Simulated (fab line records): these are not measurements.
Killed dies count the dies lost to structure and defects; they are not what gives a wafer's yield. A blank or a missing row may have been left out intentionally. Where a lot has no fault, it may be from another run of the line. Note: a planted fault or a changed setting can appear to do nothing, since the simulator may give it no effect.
Which tool did it?    flow gf180mcu    72 wafers from 24 lots sampled at 3 of the route's 602 steps

## WHAT EACH GAUGE READ, for each wafer
GF_M4_OVL_MEAS_15. Usual: M4_OVL typically reads 1 nm, with standard deviation 6.4.
lot   measured      on          M4_OVL (nm)  flag
L074  day 23 09:55  overlay-02  -2 -4 -1     
L075  day 23 17:48  overlay-02  5 1 8        
L076  day 24 05:57  overlay-02  4 0 0        
L077  day 24 15:16  overlay-02  8 6 0        
L078  day 24 22:10  overlay-01  5 15 5       
L079  day 25 08:09  overlay-01  16 6 11      
L080  day 25 09:49  overlay-01  1 -3 -6      
L081  day 26 01:14  overlay-01  0 -4 -3      
L082  day 26 02:06  overlay-01  -9 -8 -5     
L083  day 26 15:40  overlay-01  4 -3 1       
L084  day 26 21:12  overlay-01  1 3 2        
L085  day 27 10:40  overlay-02  -1 -2 -2     
L086  day 27 13:36  overlay-01  8 -1 6       
L087  day 27 17:13  overlay-01  -6 -14 -11   
L088  day 28 03:21  overlay-01  5 12 10      
L089  day 28 08:48  overlay-02  3 -1 1       
L090  day 28 12:37  overlay-01  10 2 12      
L091  day 28 21:37  overlay-01  9 4 5        
L092  day 29 04:24  overlay-01  9 15 10      
L093  day 29 11:50  overlay-02  -2 -4 -7     
L094  day 29 20:29  overlay-02  2 7 2        
L095  day 30 01:06  overlay-01  -9 -10 -5    
L096  day 30 04:15  overlay-02  -4 3 2       
L097  day 30 17:06  overlay-02  9 1 -5       

## WHAT TOOL EACH LOT RAN ON (gives the tool, then ch and the chambers of the sampled wafers, and finally the start)
lot   GF_V3_CMP_04                   GF_M4_SPUTTER_03
L074  cmp-02 ch 2,3, day 21 09:13    pvd-sputter-03, day 22 10:48
L075  cmp-02 ch 2,3, day 21 17:28    pvd-sputter-01, day 22 18:57
L076  cmp-01 ch 1,2,3, day 22 05:41  pvd-sputter-02, day 23 07:16
L077  cmp-02 ch 1,2, day 22 15:58    pvd-sputter-03, day 23 17:07
L078  cmp-01 ch 1,2, day 22 23:56    pvd-sputter-03, day 23 23:46
L079  cmp-01 ch 1,2,3, day 23 09:45  pvd-sputter-01, day 24 09:50
L080  cmp-01 ch 2,3, day 23 11:38    pvd-sputter-02, day 24 11:44
L081  cmp-02 ch 0,2,3, day 24 05:10  pvd-sputter-02, day 25 03:53
L082  cmp-01 ch 0,2, day 24 05:44    pvd-sputter-02, day 25 05:24
L083  cmp-01 ch 0,1, day 24 19:18    pvd-sputter-01, day 25 18:13
L084  cmp-02 ch 1,2, day 25 01:06    pvd-sputter-02, day 26 00:26
L085  cmp-01 ch 0,3, day 25 14:25    pvd-sputter-01, day 26 13:32
L086  cmp-02 ch 0,1,2, day 25 17:21  pvd-sputter-03, day 26 16:53
L087  cmp-01 ch 0,1,2, day 25 22:59  pvd-sputter-03, day 26 21:32
L088  cmp-02 ch 0,2,3, day 26 08:53  pvd-sputter-02, day 27 07:30
L089  cmp-01 ch 0,2,3, day 26 13:17  pvd-sputter-01, day 27 12:35
L090  cmp-01 ch 0,1,3, day 26 17:58  pvd-sputter-03, day 27 16:50
L091  cmp-02 ch 1,3, day 27 04:55    pvd-sputter-03, day 28 02:54
L092  cmp-02 ch 1,2,3, day 27 10:49  pvd-sputter-03, day 28 09:06
L093  cmp-02 ch 0,1,3, day 27 18:47  pvd-sputter-01, day 28 16:22
L094  cmp-02 ch 0,2,3, day 28 03:52  pvd-sputter-02, day 29 01:30
L095  cmp-01 ch 0,1,3, day 28 09:50  pvd-sputter-02, day 29 06:57
L096  cmp-02 ch 2,3, day 28 12:14    pvd-sputter-02, day 29 09:15
L097  cmp-01 ch 0,1,3, day 29 01:59  pvd-sputter-03, day 29 23:18
- GF_V3_CMP_04: polishes SiO2.
- GF_M4_SPUTTER_03: material Ti, target thk 10 nm, time 6.7 s.

## WHAT THE TOOLS THEMSELVES READ (means of the sampled wafers that have a number; where no wafer has one, the mark that the record gives instead)
GF_V3_CMP_04. Usual: motor-current-A 12.5 A, standard deviation 1.3; slurry-filter-dp-kPa 13.52 kPa, standard deviation 0.13; time-to-endpoint-s 83 s, standard deviation 7.1.
lot   tool    motor-current-A (A)  slurry-filter-dp-kPa (kPa)  time-to-endpoint-s (s)  flag
L074  cmp-02  12.8                 13.49                       79                      
L075  cmp-02  12.4                 13.39                       79                      
L076  cmp-01  12.3                 13.52                       83                      
L077  cmp-02  11.7                 13.48                       88                      
L078  cmp-01  11.0                 13.49                       84                      
L079  cmp-01  12.3                 13.62                       88                      
L080  cmp-01  11.4                 13.50                       82                      
L081  cmp-02  13.4                 13.57                       86                      
L082  cmp-01  11.5                 13.43                       79                      
L083  cmp-01  12.8                 13.40                       80                      
L084  cmp-02  11.8                 13.59                       81                      
L085  cmp-01  13.5                 13.43                       79                      
L086  cmp-02  12.7                 13.51                       76                      
L087  cmp-01  11.8                 13.55                       86                      
L088  cmp-02  13.2                 13.53                       78                      
L089  cmp-01  12.3                 13.51                       88                      
L090  cmp-01  13.3                 13.48                       77                      
L091  cmp-02  11.5                 13.41                       76                      
L092  cmp-02  12.5                 13.48                       77                      
L093  cmp-02  12.6                 13.59                       86                      
L094  cmp-02  13.3                 13.47                       80                      
L095  cmp-01  13.1                 13.60                       82                      
L096  cmp-02  13.1                 13.52                       83                      
L097  cmp-01  13.1                 13.67                       91                      

GF_M4_SPUTTER_03. Usual: throttle-valve-pct 29.9 %, standard deviation 1.
lot   tool            throttle-valve-pct (%)  flag
L074  pvd-sputter-03  29.0                    
L075  pvd-sputter-01  29.7                    
L076  pvd-sputter-02  29.9                    
L077  pvd-sputter-03  30.2                    
L078  pvd-sputter-03  29.4                    
L079  pvd-sputter-01  30.3                    
L080  pvd-sputter-02  29.8                    
L081  pvd-sputter-02  29.7                    
L082  pvd-sputter-02  30.1                    
L083  pvd-sputter-01  30.0                    
L084  pvd-sputter-02  30.3                    
L085  pvd-sputter-01  31.0                    
L086  pvd-sputter-03  29.7                    
L087  pvd-sputter-03  28.5                    
L088  pvd-sputter-02  29.9                    
L089  pvd-sputter-01  30.4                    
L090  pvd-sputter-03  28.2                    
L091  pvd-sputter-03  29.5                    
L092  pvd-sputter-03  29.4                    
L093  pvd-sputter-01  30.6                    
L094  pvd-sputter-02  29.9                    
L095  pvd-sputter-02  29.8                    
L096  pvd-sputter-02  30.1                    
L097  pvd-sputter-03  29.0                    

## THE ANSWER, worked out from the rows above alone
Rule: lot off if the mean of its wafers having a number is beyond 3 standard deviations from the usual mean. Also off: a lot with no number at a reading for which 4 or more lots have one. Any other lot the step has rows for is counted as sound. Order of review: gauges by route order, followed by the tools' own readings, for which a lot's mean as printed above is used. At the first step where some lot is off, the reading lying furthest off is the one used; lots without a number count as furthest.
None of the lots is off at any reading shown; this tells nothing.

## WHAT THE SIMULATOR HAD PUT IN
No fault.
